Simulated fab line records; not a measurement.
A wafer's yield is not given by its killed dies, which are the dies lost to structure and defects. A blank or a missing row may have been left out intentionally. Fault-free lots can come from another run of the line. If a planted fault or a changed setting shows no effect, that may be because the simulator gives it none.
A struck lot beside a sound one :: flow gf180mcu :: 43 out of 602 route steps
Sound: the wafers L425.3, L425.4, L425.6. Wafers struck: L435.1, L435.3, L435.5. Last of all comes the cause.
Each step with rows lists, per side, the tool, then ch with its chambers, then its first start. Under that, the readings that differ: sound wafers :: struck wafers :: difference of the means :: sigmas: that difference in standard deviations of wafers without a fault.
alike: same words and numbers on both sides, and readings whose means sit less than 2 such deviations apart. not compared: any withheld reading, any reading some wafer has no value for, any bound like >300 that may hide the same value, and any number with overlapping values for which the record gives no deviation.
Wherever a step has rows on one side only, a row that says differs or no value, or a row with sigmas, the two part there. Numbers that have no deviation but don't overlap get no sigmas and don't part them. A reading that every wafer of one side lacks parts them only if that side has two wafers or more.

first, 1 step without rows for these wafers: GF_STI_OXIDATION_01 (stabilise 600 s, purge 300 s, target thk 10 nm).
GF_STI_THK_MEAS_02:
  struck on filmMetro-02, day 4 10:09; sound on filmMetro-01, day 2 07:33
  alike: STI_OXIDATION_THK
then, 1 step without rows for these wafers: GF_STI_CVD_03 (deposits Si3N4 from DCS/NH3, target thk 207.16 nm, time 3551 s).
GF_STI_THK_MEAS_04:
  struck on filmMetro-01, day 4 12:11; sound on filmMetro-01, day 2 09:35
  alike: STI_CVD_03_THK
then, 7 steps without rows for these wafers: GF_STI_DEHYDRATE_05 (time 60 s); GF_STI_HMDS_06 (prime time 60 s); GF_STI_COAT_07 (resist thk 700 nm); GF_STI_SOFTBAKE_08 (time 60 s); GF_STI_EXPOSE_09 (exposes mask COMP, target cd 220 nm); GF_STI_PEB_10 (peb time 90 s); GF_STI_DEVELOP_11 (develop time 60 s).
GF_STI_CD_MEAS_12: the cd target is 220 nm.
  struck on cdSem-01, day 5 01:53; sound on cdSem-01, day 2 21:20
  alike: cdNm
GF_STI_ETCH_13: etches the open film in CHF3/O2, stops on Si, target depth 282.31 nm, time 112.9 s.
  sound on rieDiel-04 ch 1,2,3, day 2 21:25; struck on rieDiel-03 ch 0,1, day 5 02:01
  alike: chamberPressureMTorr, drypumpMotorCurrentA, oesProductAu, throttleValvePct
  not compared: rfHoursCounterH
GF_STI_ETCH_14: etches Si in HBr/Cl2/O2, target depth 360 nm, time 102.9 s.
  sound on rieSi-02 ch 0,2,3, day 2 21:30; struck on rieSi-02 ch 0,2, day 5 02:05
  alike: chamberPressureMTorr, drypumpMotorCurrentA, oesProductAu, throttleValvePct
  not compared: rfHoursCounterH
GF_STI_STRIP_15: strips in O2/N2.
  sound on plasmaAsher-03 ch 0,1, day 2 21:36; struck on plasmaAsher-04 ch 0,1, day 5 02:10
  alike: chamberPressureMTorr, drypumpMotorCurrentA, heaterPowerW, oesProductAu, stripTimeToEndpointS
  not compared: rfHoursCounterH
then, 6 steps without rows for these wafers: GF_STI_CLEAN_16 (cleans in dHF, time 25 s); GF_STI_WET_ETCH_17 (etches Si3N4 in H3PO4, target depth 45 nm, time 514 s); GF_STI_CLEAN_18 (cleans in SC1/SC2, time 154.2 s); GF_STI_CLEAN_19 (cleans in dHF, time 20 s); GF_STI_WET_ETCH_20 (etches SiO2 in dHF, target depth 20 nm, time 400 s); GF_STI_OXIDATION_21 (stabilise 600 s, purge 300 s, target thk 15 nm).
GF_STI_THK_MEAS_22:
  struck on filmMetro-04, day 5 03:45; sound on filmMetro-02, day 2 23:24
  alike: STI_OXIDATION_01_THK
then, 1 step without rows for these wafers: GF_STI_CVD_23 (deposits SiO2, target thk 650 nm, time 108.3 s).
GF_STI_THK_MEAS_24:
  struck on filmMetro-02, day 5 03:53; sound on filmMetro-02, day 2 23:37
  alike: STI_CVD_23_THK
GF_STI_CMP_25: polishes, stops on Si3N4, t overpolish 33 s, target thk 524.6 nm.
  sound on cmp-02 ch 2,3, day 2 23:43; struck on cmp-02 ch 0,1,3, day 5 03:59
  alike: motorCurrentA, overpolishRunS, timeToEndpointS
then, 4 steps without rows for these wafers: GF_STI_WET_ETCH_26 (etches SiO2 in dHF, target depth 94 nm, time 188 s); GF_STI_WET_ETCH_27 (etches Si3N4 in H3PO4, target depth 160 nm, time 1825 s); GF_STI_WET_ETCH_28 (etches SiO2 in dHF, target depth 20 nm, time 40 s); GF_STI_OXIDATION_29 (stabilise 600 s, purge 300 s, target thk 10 nm).
GF_STI_THK_MEAS_30:
  struck on filmMetro-01, day 5 08:41; sound on filmMetro-01, day 3 06:26
  alike: STI_OXIDATION_02_THK
then, 8 steps without rows for these wafers: GF_DNWELL_DEHYDRATE_00 (time 60 s); GF_DNWELL_HMDS_01 (prime time 60 s); GF_DNWELL_COAT_02 (resist thk 3000 nm); GF_DNWELL_SOFTBAKE_03; GF_DNWELL_EXPOSE_04 (exposes mask DNWELL, target cd 1700 nm); GF_DNWELL_PEB_05; GF_DNWELL_DEVELOP_06 (develop time 60 s); GF_DNWELL_IMPLANT_07.
GF_DNWELL_STRIP_08: strips in O2/N2.
  sound on plasmaAsher-02 ch 0,1, day 3 19:20; struck on plasmaAsher-03 ch 0,1, day 5 22:46
  alike: chamberPressureMTorr, drypumpMotorCurrentA, heaterPowerW, oesProductAu, stripTimeToEndpointS
  not compared: rfHoursCounterH
GF_DNWELL_TW_MEAS_09:
  struck on filmMetro-01, day 5 22:52; sound on filmMetro-01, day 3 19:26
  alike: DNWELL_TW
then, 2 steps without rows for these wafers: GF_NWELL_DEHYDRATE_00 (time 60 s); GF_NWELL_HMDS_01 (prime time 60 s).
-- the record jumps here: 27 days lie between the struck wafers' starts before and after (it left off in module NWELL and takes up again in module PASSIVATION, whose first step shown is number 602 of the route) --
GF_PASSIVATION_PROBE_99:
  rows exist in the record for the struck wafers here (prober-01, day 33 07:17), but not for the sound ones

## WHERE THEY PART
Within this record, at GF_PASSIVATION_PROBE_99 only.

WHY: whatever the simulator had introduced
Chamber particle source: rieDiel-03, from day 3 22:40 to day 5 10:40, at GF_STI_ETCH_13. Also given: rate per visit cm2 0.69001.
